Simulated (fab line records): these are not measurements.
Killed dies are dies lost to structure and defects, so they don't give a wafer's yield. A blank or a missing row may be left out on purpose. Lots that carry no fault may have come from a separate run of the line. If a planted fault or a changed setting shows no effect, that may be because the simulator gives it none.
Which tool did it? | flow sky130 | 7 lots, 21 wafers sampled, at 2 steps of a route of 708

== WHAT THE GAUGES READ, wafer by wafer ==
SKY_LDD_N_OVL_MEAS_07.
lot  | measured     | on         | LDD_N_OVL (nm)
L278 | day 17 23:04 | overlay-02 | 1.6 1.0 -0.3
L280 | day 18 18:13 | overlay-01 | 0.7 1.0 0.5
L285 | day 20 19:42 | overlay-01 | 0.1 1.0 -1.7
L287 | day 21 04:34 | overlay-02 | 2.1 -0.5 -0.5
L295 | day 24 22:10 | overlay-02 | -1.1 0.8 0.8
L298 | day 25 07:19 | overlay-02 | -1.7 0.8 2.2
L300 | day 25 22:04 | overlay-02 | 0.8 1.0 -0.6

== WHAT TOOL EACH LOT RAN ON (gives the tool, then ch and the chambers of the sampled wafers, and finally the start) ==
lot  | SKY_VT_ADJUST_NCORE_DEVELOP_06
L278 | litho_track-03 ch 0, day 8 19:47
L280 | litho_track-03 ch 0, day 9 05:58
L285 | litho_track-01 ch 0, day 10 19:42
L287 | litho_track-01 ch 0, day 11 08:56
L295 | litho_track-04 ch 0, day 14 02:08
L298 | litho_track-01 ch 0, day 14 22:15
L300 | litho_track-01 ch 0, day 15 08:53
- SKY_VT_ADJUST_NCORE_DEVELOP_06: develop time 60 s.

== THE ANSWER, worked out from the rows above alone ==
Rule: usual is defined by the lots themselves. Put in order of their means at a reading, lots are off if they are a third of the lots or fewer, leave a main group of 4 or more, and stand apart from it by a gap of 3 or more times the standard deviation of the main group's means; of several such gaps the widest counts. A main group is skipped when, at the precision printed for the reading in the tables above, its means are all equal. A lot without any number at a reading at which 4 lots or more have one is off too. Any other lot the step has rows for is counted as sound.
No lot is off on any of the readings shown, so nothing can be concluded from this.

== WHAT THE SIMULATOR HAD PUT IN ==
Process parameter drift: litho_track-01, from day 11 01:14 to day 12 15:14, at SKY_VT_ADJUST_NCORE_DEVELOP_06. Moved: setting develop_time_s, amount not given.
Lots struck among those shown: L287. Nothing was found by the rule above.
